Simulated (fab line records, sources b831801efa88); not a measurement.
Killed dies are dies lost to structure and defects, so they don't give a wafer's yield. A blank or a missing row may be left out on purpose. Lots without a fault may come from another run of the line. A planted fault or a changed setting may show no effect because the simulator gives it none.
fab line records | flow sky130
record lots=7 wafers=21 last_day=50
route steps=708 shown CONTACT@418 PAD_OPEN@708
lots that met no fault: from a run of the same line without faults
start_h: hours from the record's first day to the start of the lot's first wafer shown | wait_h: hours since the lot's step before | " the same as in the row above | L1.1+2: a row that stands for several wafers | - no value, or no start given | * or withheld: withheld | < > ~ a bound
route shown NAME@n: a module of which the file shows steps, and the number in the route of the first | usual: mean/standard deviation of fault-free wafers | same: alike in all rows | chamber/n: place in a boat | sites: the reading at each site | _std_site: their standard deviation | _edge_site: outer sites' mean less inner sites' | radius_mm: how far each site lies from the wafer's centre | mask NAME#n: copy n | behind: the tool/chamber that last shaped the wafer | hold: why the lot was held/for how many hours/how that ended | device: the transistor (n, p or np) that didn't switch | end of line: the same wafers' tests at the end of the route | a step without rows: its recipe alone | killed: dies lost to structure and defects at the first sort, not the wafer's yield | map: a wafer's dies, x killed, . not, _ none there
set.NAME: the setting as run; set.NAME@STEP: as run at that earlier step | model.NAME: the simulator's own value behind a step, which no gauge read
lots at some steps of the route; a table a step, a row a wafer
services: from which hour (start_h, from the record's first day; less than 0 if before it) a tool's chamber was out of use, for how many hours, and why
## steps
# step SKY_CONTACT_PEB_12
# recipe peb_temp_c=withheld peb_time_s=withheld resist=KrF-thick
# step SKY_CONTACT_DEVELOP_13
# recipe develop_time_s=60 resist=KrF-thick dev_temp_c=21
# step SKY_CONTACT_CD_MEAS_14
# recipe target_cd_nm=170
# usual cd_nm=169.8/1.6
# columns lot.wafer tool chamber start_h wait_h cd_nm
L705.3 cd_sem-02 - 758.48 - 171.7
L705.4 " - " " 170.8
L705.5 " - " " 169.9
L712.1 cd_sem-02 - 807.41 - 168.6
L712.2 " - " " 167.9
L712.6 " - " " 168.2
L718.1 cd_sem-01 - 854.41 - 171.1
L718.4 " - " " 171.1
L718.6 " - " " 170.8
L719.3 cd_sem-01 - 859.93 - 169.2
L719.5 " - " " 169.7
L719.6 " - " " 170.9
L720.3 cd_sem-01 - 865.65 - 168.3
L720.5 " - " " 167.4
L720.6 " - " " 167.2
L721.3 cd_sem-02 - 875.23 - 167.7
L721.4 " - " " 167.3
L721.5 " - " " 168.0
L724.3 cd_sem-02 - 890.80 - 171.6
L724.4 " - " " 169.5
L724.6 " - " " 171.6
# step SKY_CONTACT_OVL_MEAS_15
# usual CONTACT_OVL=1/5.5
# columns lot.wafer tool chamber start_h wait_h CONTACT_OVL[nm]
L705.3 overlay-01 - 758.58 0.1 1
L705.4 " - " " 0
L705.5 " - " " -4
L712.1 overlay-01 - 807.53 0.1 10
L712.2 " - " " 11
L712.6 " - " " 9
L718.1 overlay-02 - 854.53 0.1 -5
L718.4 " - " " -7
L718.6 " - " " -9
L719.3 overlay-01 - 860.02 0.1 8
L719.5 " - " " 14
L719.6 " - " " 12
L720.3 overlay-01 - 865.74 0.1 6
L720.5 " - " " 4
L720.6 " - " " 9
L721.3 overlay-01 - 875.33 0.1 -3
L721.4 " - " " 0
L721.5 " - " " -3
L724.3 overlay-02 - 890.89 0.1 1
L724.4 " - " " -1
L724.6 " - " " 2
# step SKY_CONTACT_ETCH_16
# recipe chemistry=N2/H2 target=BARC ion_energy_ev=200 source_w=500 bias_w=100 pressure_mtorr=30 n2_flow_sccm=100 h2_flow_sccm=200 stop_on=SiO2 time_s=45.9 target_depth_a=600
# usual drypump_motor_current_A=5.9/0.37 oes_product_au=0.854/0.0047 throttle_valve_pct=13.225/0.0084
# columns lot.wafer tool chamber start_h wait_h drypump_motor_current_A oes_product_au rf_hours_counter_h throttle_valve_pct
L705.3 rie_diel-04 1 758.60 0.0 5.5 0.850 2 13.221
L705.4 " 0 " " 6.3 0.851 13 13.223
L705.5 " 1 " " 5.5 0.855 - 13.230
L712.1 rie_diel-01 2 807.57 0.0 6.1 0.850 19 13.216
L712.2 " 0 " " 5.7 0.863 14 13.222
L712.6 " 3 " " 5.3 0.854 - 13.222
L718.1 rie_diel-01 1 854.57 0.0 5.8 0.852 17 13.202
L718.4 " 0 " " 5.6 0.851 15 13.215
L718.6 " 1 " " 5.8 0.852 - 13.243
L719.3 rie_diel-03 1 860.05 0.0 6.0 0.847 12 13.228
L719.5 " 1 " " 6.0 0.856 - 13.226
L719.6 " 0 " " 6.2 0.860 - 13.220
L720.3 rie_diel-04 2 865.77 0.0 5.5 0.853 19 13.222
L720.5 " 2 " " 5.5 0.852 - 13.219
L720.6 " 1 " " 5.5 0.851 - 13.243
L721.3 rie_diel-03 0 875.35 0.0 6.2 0.854 12 13.223
L721.4 " 2 " " 5.5 0.849 16 13.233
L721.5 " 0 " " 6.2 0.850 - 13.225
L724.3 rie_diel-03 2 890.92 0.0 5.5 0.856 17 13.243
L724.4 " 3 " " 6.5 0.850 3 13.212
L724.6 " 1 " " 6.0 0.852 - 13.230
# step SKY_CONTACT_ETCH_17
# recipe target=SiO2 chemistry=C4F8/O2/Ar stop_on=Si3N4 mask_material=KrF-thick source_w=1500 bias_w=1200 pressure_mtorr=40 c4f8_flow_sccm=withheld O2_flow_sccm=6 Ar_flow_sccm=300 time_s=withheld target_depth_a=3400
# usual oes_product_au=0.891/0.0046
# columns lot.wafer tool chamber start_h wait_h oes_product_au
L705.3 rie_diel-04 1 758.64 0.0 0.898
L705.4 " 0 " " 0.895
L705.5 " 1 " " 0.889
L712.1 rie_diel-01 2 807.61 0.0 0.890
L712.2 " 0 " " 0.888
L712.6 " 3 " " 0.896
L718.1 rie_diel-01 1 854.61 0.0 0.896
L718.4 " 0 " " 0.891
L718.6 " 1 " " 0.886
L719.3 rie_diel-03 1 860.09 0.0 0.893
L719.5 " 1 " " 0.883
L719.6 " 0 " " 0.894
L720.3 rie_diel-04 2 865.81 0.0 0.891
L720.5 " 2 " " 0.901
L720.6 " 1 " " 0.891
L721.3 rie_diel-03 0 875.39 0.0 0.891
L721.4 " 2 " " 0.896
L721.5 " 0 " " 0.894
L724.3 rie_diel-03 2 890.96 0.0 0.889
L724.4 " 3 " " 0.891
L724.6 " 1 " " 0.886
# step SKY_CONTACT_ETCH_18
# recipe target=Si3N4 chemistry=CHF3/O2 stop_on=TiN source_w=600 bias_w=200 pressure_mtorr=40 chf3_flow_sccm=50 O2_flow_sccm=5 time_s=39 target_depth_a=750
# usual O2_flow_sccm=5.000/0.015 drypump_motor_current_A=5.9/0.37 oes_product_au=0.857/0.0088 throttle_valve_pct=8.793/0.0091
# columns lot.wafer tool chamber start_h wait_h O2_flow_sccm drypump_motor_current_A oes_product_au rf_hours_counter_h throttle_valve_pct
L705.3 rie_diel-04 1 - - 5.011 5.5 0.867 2 8.804
L705.4 " 0 " " 4.996 6.2 0.870 14 8.804
L705.5 " 1 " " 5.029 5.5 0.859 - 8.790
L712.1 rie_diel-01 2 - - 5.001 6.0 0.841 19 8.790
L712.2 " 0 " " 5.008 5.7 0.859 14 8.794
L712.6 " 3 " " 4.995 5.2 0.855 - 8.793
L718.1 rie_diel-01 1 - - 4.976 5.8 0.859 17 8.792
L718.4 " 0 " " 5.018 5.7 0.864 15 8.799
L718.6 " 1 " " 4.992 5.8 0.874 - 8.799
L719.3 rie_diel-03 1 - - 5.006 6.0 0.871 12 8.790
L719.5 " 1 " " 4.993 6.0 0.845 - 8.812
L719.6 " 0 " " 4.994 6.2 0.873 - 8.796
L720.3 rie_diel-04 2 - - 5.004 5.5 0.857 19 8.791
L720.5 " 2 " " 4.997 5.4 0.859 - 8.799
L720.6 " 1 " " 4.996 5.5 0.860 - 8.783
L721.3 rie_diel-03 0 - - 5.011 6.1 0.856 12 8.784
L721.4 " 2 " " 4.993 5.5 0.866 16 8.796
L721.5 " 0 " " 5.012 6.2 0.850 - 8.790
L724.3 rie_diel-03 2 - - 5.006 5.5 0.861 17 8.793
L724.4 " 3 " " 5.018 6.5 0.850 3 8.782
L724.6 " 1 " " 4.983 6.0 0.858 - 8.790
# step SKY_CONTACT_STRIP_19
# recipe chemistry=O2/N2 power_w=1400 pressure_mtorr=1500 platen_temp_c=withheld o2_flow_sccm=3000 n2_flow_sccm=300 overash_fraction=0.5
# usual drypump_motor_current_A=5.8/0.43 oes_product_au=0.381/0.0053 strip_time_to_endpoint_s=3.62/0.047
# columns lot.wafer tool chamber start_h wait_h drypump_motor_current_A oes_product_au rf_hours_counter_h strip_time_to_endpoint_s
L705.3 plasma_asher-04 0 758.76 - 5.2 0.385 - 3.69
L705.4 " 1 " " 5.9 0.377 - 3.61
L705.5 " 0 " " 5.2 0.380 - 3.67
L712.1 plasma_asher-02 1 807.70 - 5.7 0.370 74 3.52
L712.2 " 0 " " 6.0 0.374 74 3.57
L712.6 " 1 " " 5.8 0.378 - 3.63
L718.1 plasma_asher-04 1 854.70 - 5.9 0.372 41 3.55
L718.4 " 0 " " 5.2 0.373 - 3.53
L718.6 " 1 " " 5.9 0.380 - 3.54
L719.3 plasma_asher-01 0 860.21 - 5.8 0.378 - 3.60
L719.5 " 1 " " 6.7 0.386 - 3.60
L719.6 " 0 " " 5.9 0.378 - 3.60
L720.3 plasma_asher-04 0 865.93 - 5.2 0.377 - 3.66
L720.5 " 0 " " 5.2 0.388 - 3.65
L720.6 " 1 " " 5.9 0.382 - 3.69
L721.3 plasma_asher-04 0 875.52 - 5.2 0.376 - 3.63
L721.4 " 1 " " 5.9 0.380 - 3.62
L721.5 " 0 " " 5.2 0.380 - 3.62
L724.3 plasma_asher-02 0 891.08 - 6.0 0.381 - 3.61
L724.4 " 1 " " 5.7 0.380 - 3.63
L724.6 " 1 " " 5.8 0.377 - 3.60
# step SKY_CONTACT_STRIP_20
# recipe chemistry=post_etch_residue_remover time_s=1200 temp_c=72.5
# step SKY_CONTACT_CLEAN_21
# recipe chemistry=IPA time_s=180 temp_c=25
# step SKY_CONTACT_CLEAN_22
# recipe chemistry=O3/DIW dry=n2_spin
# step SKY_CONTACT_SPUTTER_23
# recipe material=TiN target_thk_nm=20 chamber_pressure_pa=5 power_w=4000 time_s=80
# usual throttle_valve_pct=30.5/1.1
# columns lot.wafer tool chamber start_h wait_h throttle_valve_pct
L705.3 pvd_sputter-02 - 759.37 0.0 32.3
L705.4 " - " " 29.7
L705.5 " - " " 32.5
L712.1 pvd_sputter-04 - 808.35 0.0 31.3
L712.2 " - " " 31.6
L712.6 " - " " 32.1
L718.1 pvd_sputter-02 - 855.30 0.0 29.6
L718.4 " - " " 29.3
L718.6 " - " " 29.5
L719.3 pvd_sputter-04 - 860.80 0.0 31.7
L719.5 " - " " 30.1
L719.6 " - " " 32.2
L720.3 pvd_sputter-02 - 866.50 0.0 29.5
L720.5 " - " " 32.3
L720.6 " - " " 29.7
L721.3 pvd_sputter-02 - 876.07 0.0 29.3
L721.4 " - " " 29.7
L721.5 " - " " 29.9
L724.3 pvd_sputter-01 - 891.75 0.0 31.0
L724.4 " - " " 29.3
L724.6 " - " " 29.0
# step SKY_CONTACT_CVD_24
# recipe material=W target_thk_nm=340 time_s=102.12 temp_c=400 pressure_torr=40
# usual chamber_pressure_Torr=40.01/0.083 heater_power_outer_w=481/49 heater_power_w=791/100
# columns lot.wafer tool chamber start_h wait_h chamber_pressure_Torr heater_power_outer_w heater_power_w
L705.3 cvd_w-01 1 759.47 0.1 40.03 567 989
L705.4 " 0 " " 40.00 496 755
L705.5 " 0 " " 40.03 490 761
L712.1 cvd_w-01 0 808.41 0.0 40.00 496 745
L712.2 " 1 " " 40.14 562 974
L712.6 " 0 " " 40.02 488 750
L718.1 cvd_w-02 1 855.36 0.0 - - -
L718.4 " 0 " " - - -
L718.6 " 0 " " - - -
L719.3 cvd_w-02 0 860.91 0.1 - - -
L719.5 " 0 " " - - -
L719.6 " 1 " " - - -
L720.3 cvd_w-01 1 866.60 0.1 - - -
L720.5 " 0 " " - - -
L720.6 " 1 " " - - -
L721.3 cvd_w-01 0 876.17 0.1 40.08 489 748
L721.4 " 1 " " 40.01 557 971
L721.5 " 0 " " 40.01 490 758
L724.3 cvd_w-01 0 891.85 0.1 40.22 503 751
L724.4 " 1 " " 39.92 561 990
L724.6 " 1 " " 40.01 557 966
# step SKY_CONTACT_RS_MEAS_25
# recipe thk_meas_gauge=four-point-probe reads=W_of_CONTACT_CVD_24+TiN_of_CONTACT_SPUTTER_23
# usual CONTACT_W_RS=0.339/0.0045
# columns lot.wafer tool chamber start_h wait_h CONTACT_W_RS[ohm/sq]
L705.3 film_metro-04 - 759.58 0.1 0.343
L705.4 " - " " 0.338
L705.5 " - " " 0.336
L712.1 film_metro-03 - 808.52 0.1 0.330
L712.2 " - " " 0.338
L712.6 " - " " 0.336
L718.1 film_metro-04 - 855.47 0.1 58.422
L718.4 " - " " 58.621
L718.6 " - " " 59.048
L719.3 film_metro-04 - 861.02 0.1 60.011
L719.5 " - " " 61.569
L719.6 " - " " 60.528
L720.3 film_metro-03 - 866.71 0.1 57.438
L720.5 " - " " 57.909
L720.6 " - " " 56.977
L721.3 film_metro-01 - 876.29 0.1 0.332
L721.4 " - " " 0.331
L721.5 " - " " 0.329
L724.3 film_metro-03 - 891.96 0.1 0.330
L724.4 " - " " 0.331
L724.6 " - " " 0.338
# step SKY_CONTACT_THK_MEAS_26
# recipe thk_meas_gauge=xrf reads=W_of_CONTACT_CVD_24
# usual CONTACT_W_THK=333/4.7
# columns lot.wafer tool chamber start_h wait_h CONTACT_W_THK[nm]
L705.3 film_metro-04 - 759.68 0.1 329
L705.4 " - " " 334
L705.5 " - " " 336
L712.1 film_metro-03 - 808.64 0.1 343
L712.2 " - " " 336
L712.6 " - " " 339
L718.1 film_metro-04 - 855.59 0.1 <0
L718.4 " - " " <0
L718.6 " - " " <0
L719.3 film_metro-04 - 861.12 0.1 <0
L719.5 " - " " <0
L719.6 " - " " <0
L720.3 film_metro-03 - 866.81 0.1 <0
L720.5 " - " " -
L720.6 " - " " <0
L721.3 film_metro-01 - 876.39 0.1 343
L721.4 " - " " 343
L721.5 " - " " 344
L724.3 film_metro-03 - 892.06 0.1 341
L724.4 " - " " 339
L724.6 " - " " 334
# step SKY_CONTACT_CMP_27
# recipe stop_on=SiO2 t_overpolish_s=15 down_force_psi=3.5 platen_rpm=60 target_thk_nm=0 pad_velocity_m_s=0.94248
# usual motor_current_A=11.2/0.73 time_to_endpoint_s=83/3.5
# columns lot.wafer tool chamber start_h wait_h motor_current_A time_to_endpoint_s
L705.4 cmp-01 1 759.82 0.1 11.8 80
L705.3 " 2 " " 9.8 86
L705.5 " 3 " " 11.3 80
L712.1 cmp-01 2 808.70 0.1 10.0 90
L712.2 " 0 " " 9.9 85
L712.6 " 3 " " 11.2 86
L718.4 cmp-02 1 855.70 0.1 10.7 4
L718.1 " 2 " " 11.9 3
L718.6 " 1 " " 9.9 5
L719.3 cmp-02 2 861.21 0.1 11.8 1
L719.6 " 1 " " 10.5 5
L719.5 " 2 " " 11.3 2
L720.3 cmp-01 3 867.00 0.2 11.1 2
L720.6 " 0 " " 10.4 5
L720.5 " 1 " " 11.4 0
L721.3 cmp-02 1 876.48 0.1 10.6 86
L721.4 " 2 " " 12.0 84
L721.5 " 1 " " 10.4 87
L724.3 cmp-02 2 892.10 0.0 12.2 79
L724.4 " 3 " " 11.8 77
L724.6 " 3 " " 12.5 79
# step SKY_PAD_OPEN_PROBE_99
# usual killed_at_M0_to_M3=44/7.1 killed_at_M4_up=3.5/2 killed_at_contacts=24/5.3 killed_at_front_end=15/4.8 killed_at_other=0.1/0.35 killed_dies=86/9.3 killed_on_rim=17/4 killed_open=47/7.8 killed_short=39/5.9
# same gross_dies=492 killed_at_back_side=0
# columns lot.wafer tool chamber start_h wait_h killed_at_M0_to_M3 killed_at_M4_up killed_at_contacts killed_at_front_end killed_at_other killed_dies killed_on_rim killed_open killed_short
L705.3 prober-01 - 1092.54 0.2 46 2 21 13 0 82 17 44 38
L705.4 prober-01 - 1092.59 0.2 43 2 20 11 0 76 19 47 29
L705.5 prober-01 - 1092.64 0.2 36 1 21 10 0 68 8 34 34
L718.1 prober-01 - 1162.54 0.1 52 2 415 23 0 492 96 58 45
L718.4 prober-01 - 1162.69 0.2 38 3 432 18 1 492 96 44 42
L718.6 prober-01 - 1162.79 0.2 56 2 420 14 0 492 96 50 42
L719.3 prober-02 - 1169.81 0.2 35 5 439 12 1 492 96 44 32
L719.5 prober-02 - 1169.91 0.2 32 5 440 14 1 492 96 31 33
L719.6 prober-02 - 1169.96 0.2 36 2 440 14 0 492 96 45 32
L720.3 prober-01 - 1174.53 0.2 47 6 422 17 0 492 96 65 32
L720.5 prober-01 - 1174.63 0.2 52 1 422 16 1 492 96 58 31
L720.6 prober-01 - 1174.68 0.2 41 5 437 9 0 492 96 46 35
L721.3 prober-02 - 1175.36 0.2 48 3 35 8 0 94 18 59 35
L721.4 prober-02 - 1175.41 0.2 39 7 19 10 0 75 14 29 46
L721.5 prober-02 - 1175.46 0.2 46 6 23 8 0 83 19 47 36
# killed by level:class
L705.3 CONTACT:geometric_particle:open=9 VIA1:geometric_particle:open=9 VIA3:geometric_particle:short=8 VIA3:geometric_particle:open=7 LI_CONTACT:geometric_particle:open=6 METAL1:geometric_particle:short=6 METAL2:geometric_particle:short=5 VIA2:geometric_particle:open=4
L705.4 CONTACT:geometric_particle:open=11 VIA1:geometric_particle:open=10 VIA1:geometric_particle:short=8 VIA2:geometric_particle:open=7 LI_CONTACT:geometric_particle:open=5 VIA3:geometric_particle:open=5 FIELD_ISO:geometric_particle:short=3 POLY_GATE:geometric_particle:open=3
L705.5 CONTACT:geometric_particle:open=7 VIA1:geometric_particle:short=7 VIA1:geometric_particle:open=7 VIA3:geometric_particle:open=7 LI_CONTACT:geometric_particle:open=5 METAL1:geometric_particle:short=5 LI_CONTACT:geometric_particle:short=4 CONTACT:geometric_particle:short=4
L718.1 CONTACT:area_cvd=389 VIA1:geometric_particle:open=12 METAL2:geometric_particle:short=11 VIA3:geometric_particle:open=10 LI_CONTACT:geometric_particle:open=8 FIELD_ISO:geometric_particle:open=7 POLY_GATE:geometric_particle:open=7 CONTACT:geometric_particle:open=7
L718.4 CONTACT:area_cvd=406 LI_CONTACT:geometric_particle:open=10 VIA1:geometric_particle:open=8 CONTACT:geometric_particle:open=7 METAL1:geometric_particle:short=6 VIA2:geometric_particle:open=6 POLY_GATE:geometric_particle:short=5 VIA1:geometric_particle:short=5
L718.6 CONTACT:area_cvd=400 VIA1:geometric_particle:open=13 METAL2:geometric_particle:short=10 VIA2:geometric_particle:open=8 METAL1:geometric_particle:short=7 VIA1:geometric_particle:short=6 CONTACT:geometric_particle:open=6 LI_CONTACT:geometric_particle:open=5
L719.3 CONTACT:area_cvd=416 LI_CONTACT:geometric_particle:open=11 VIA2:geometric_particle:open=6 FIELD_ISO:geometric_particle:open=5 VIA3:geometric_particle:open=5 CONTACT:geometric_particle:short=5 VIA1:geometric_particle:open=5 METAL2:geometric_particle:short=4
L719.5 CONTACT:area_cvd=428 VIA1:geometric_particle:open=7 VIA2:geometric_particle:open=6 CONTACT:geometric_particle:open=6 FIELD_ISO:geometric_particle:short=5 VIA2:geometric_particle:short=4 METAL4:geometric_particle:short=4 SPACER:geometric_particle:open=3
L719.6 CONTACT:area_cvd=415 LI_CONTACT:geometric_particle:open=9 VIA1:geometric_particle:open=9 CONTACT:geometric_particle:open=6 METAL2:geometric_particle:short=6 CONTACT:geometric_particle:short=5 VIA2:geometric_particle:open=5 FIELD_ISO:geometric_particle:short=4
L720.3 CONTACT:area_cvd=395 VIA3:geometric_particle:open=13 VIA2:geometric_particle:open=11 LI_CONTACT:geometric_particle:open=11 VIA1:geometric_particle:open=10 CONTACT:geometric_particle:open=7 POLY_GATE:geometric_particle:open=4 LI_CONTACT:geometric_particle:short=4
L720.5 CONTACT:area_cvd=403 VIA1:geometric_particle:open=12 VIA3:geometric_particle:open=10 VIA2:geometric_particle:open=8 CONTACT:geometric_particle:open=7 POLY_GATE:geometric_particle:open=6 METAL2:geometric_particle:short=6 LI_CONTACT:geometric_particle:open=5
L720.6 CONTACT:area_cvd=411 VIA2:geometric_particle:open=9 LI_CONTACT:geometric_particle:open=8 CONTACT:geometric_particle:open=8 VIA1:geometric_particle:open=7 LOCAL_INTERCONNECT:geometric_particle:short=5 VIA3:geometric_particle:open=5 VIA1:geometric_particle:short=4
L721.3 VIA1:geometric_particle:open=15 CONTACT:geometric_particle:open=13 VIA2:geometric_particle:open=10 METAL1:geometric_particle:short=7 VIA3:geometric_particle:open=7 LI_CONTACT:geometric_particle:short=6 LI_CONTACT:geometric_particle:open=5 LOCAL_INTERCONNECT:geometric_particle:short=5
L721.4 METAL1:geometric_particle:short=7 VIA3:geometric_particle:open=7 METAL2:geometric_particle:short=7 METAL4:geometric_particle:short=6 LOCAL_INTERCONNECT:geometric_particle:short=5 FIELD_ISO:geometric_particle:short=4 LI_CONTACT:geometric_particle:open=4 CONTACT:geometric_particle:open=4
L721.5 CONTACT:geometric_particle:open=9 VIA3:geometric_particle:open=9 VIA1:geometric_particle:open=6 METAL1:geometric_particle:short=6 METAL2:geometric_particle:short=5 VIA3:geometric_particle:short=5 LI_CONTACT:geometric_particle:open=4 LI_CONTACT:geometric_particle:short=4
# map L718.1 (x killed, . not)
__________xxxxxxxxxx_________
________xxxxxxxxxxxxxx_______
______xxxxxxxxxxxxxxxxxx_____
_____xxxxxxxxxxxxxxxxxxxx____
____xxxxxxxxxxxxxxxxxxxxxx___
___xxxxxxxxxxxxxxxxxxxxxxxx__
__xxxxxxxxxxxxxxxxxxxxxxxxxx_
_xxxxxxxxxxxxxxxxxxxxxxxxxxxx
_xxxxxxxxxxxxxxxxxxxxxxxxxxxx
_xxxxxxxxxxxxxxxxxxxxxxxxxxxx
_xxxxxxxxxxxxxxxxxxxxxxxxxxxx
_xxxxxxxxxxxxxxxxxxxxxxxxxxxx
_xxxxxxxxxxxxxxxxxxxxxxxxxxxx
_xxxxxxxxxxxxxxxxxxxxxxxxxxxx
_xxxxxxxxxxxxxxxxxxxxxxxxxxxx
__xxxxxxxxxxxxxxxxxxxxxxxxxx_
___xxxxxxxxxxxxxxxxxxxxxxxx__
____xxxxxxxxxxxxxxxxxxxxxx___
_____xxxxxxxxxxxxxxxxxxxx____
______xxxxxxxxxxxxxxxxxx_____
________xxxxxxxxxxxxxx_______
__________xxxxxxxxxx_________
# map L719.3 (x killed, . not)
__________xxxxxxxxxx_________
________xxxxxxxxxxxxxx_______
______xxxxxxxxxxxxxxxxxx_____
_____xxxxxxxxxxxxxxxxxxxx____
____xxxxxxxxxxxxxxxxxxxxxx___
___xxxxxxxxxxxxxxxxxxxxxxxx__
__xxxxxxxxxxxxxxxxxxxxxxxxxx_
_xxxxxxxxxxxxxxxxxxxxxxxxxxxx
_xxxxxxxxxxxxxxxxxxxxxxxxxxxx
_xxxxxxxxxxxxxxxxxxxxxxxxxxxx
_xxxxxxxxxxxxxxxxxxxxxxxxxxxx
_xxxxxxxxxxxxxxxxxxxxxxxxxxxx
_xxxxxxxxxxxxxxxxxxxxxxxxxxxx
_xxxxxxxxxxxxxxxxxxxxxxxxxxxx
_xxxxxxxxxxxxxxxxxxxxxxxxxxxx
__xxxxxxxxxxxxxxxxxxxxxxxxxx_
___xxxxxxxxxxxxxxxxxxxxxxxx__
____xxxxxxxxxxxxxxxxxxxxxx___
_____xxxxxxxxxxxxxxxxxxxx____
______xxxxxxxxxxxxxxxxxx_____
________xxxxxxxxxxxxxx_______
__________xxxxxxxxxx_________
## services
# columns tool chamber start_h hours kind
cmp-02 - 744.00 4.0 pm
plasma_asher-02 - 747.11 0.4 repair
cvd_w-01 - 753.15 0.8 repair
cmp-02 - 759.49 1.4 repair
rie_diel-01 2 761.15 9.4 repair
cmp-02 - 762.25 0.9 repair
plasma_asher-01 - 763.61 13.4 repair
rie_diel-03 2 765.72 4.8 repair
plasma_asher-04 - 772.67 2.8 pm
rie_diel-04 - 780.45 1.3 repair
pvd_sputter-01 - 799.47 5.5 repair
cmp-01 - 804.09 2.0 repair
pvd_sputter-02 - 810.01 38.3 repair
rie_diel-04 0 811.74 2.6 repair
cmp-02 - 821.43 4.2 repair
cvd_w-01 1 829.81 10.7 repair
cmp-02 - 831.64 2.7 repair
cmp-01 - 834.07 5.2 repair
plasma_asher-01 - 837.02 6.3 repair
rie_diel-01 1 844.76 7.1 repair
pvd_sputter-01 - 849.20 0.5 repair
pvd_sputter-04 - 851.69 3.7 repair
rie_diel-04 - 856.70 0.6 repair
pvd_sputter-04 - 891.01 0.6 repair
## key
first_sign step=SKY_CONTACT_CVD_24 reading=tool_record direction=missing
effect step=SKY_CONTACT_RS_MEAS_25 reading=CONTACT_W_RS direction=up sigmas=99+ usual=0.339 struck=58.947
effect step=SKY_CONTACT_THK_MEAS_26 reading=CONTACT_W_THK direction=down sigmas=71 usual=333 struck=<0
effect step=SKY_CONTACT_CMP_27 reading=time_to_endpoint_s direction=down sigmas=23 usual=* struck=*
effect step=SKY_PAD_OPEN_PROBE_99 reading=killed_at_contacts direction=up sigmas=76 usual=24 struck=430
more_kills_born_at SKY_CONTACT_CVD_24@cvd_w-02=2445 SKY_CONTACT_CVD_24@cvd_w-01=1203
met_at SKY_CONTACT_CVD_24
struck_wafers L718.1,L718.4,L718.6,L719.3,L719.5,L719.6,L720.3,L720.5,L720.6
later_rows_left_out L718.1,L718.4,L718.6,L719.3,L719.5,L719.6,L720.3,L720.5,L720.6
tester_left_out L718,L719,L720
onset_between 808.41 855.36
fault kind=skipped_step_whole tool=cvd_w-01,cvd_w-02 chamber=- onset_h=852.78 steps=SKY_CONTACT_CVD_24 scope=struck_lots_only
# tester_left_out: of these lots the tester's yield and bins aren't shown, on N5 and GAA mostly nor the transistor test; their killed dies are dies lost to structure and defects alone, not to doping, threshold or leakage, so they don't give the yield
# later_rows_left_out: the simulator's readings of these wafers behind a module that went badly wrong aren't trusted and aren't shown, but for the sort
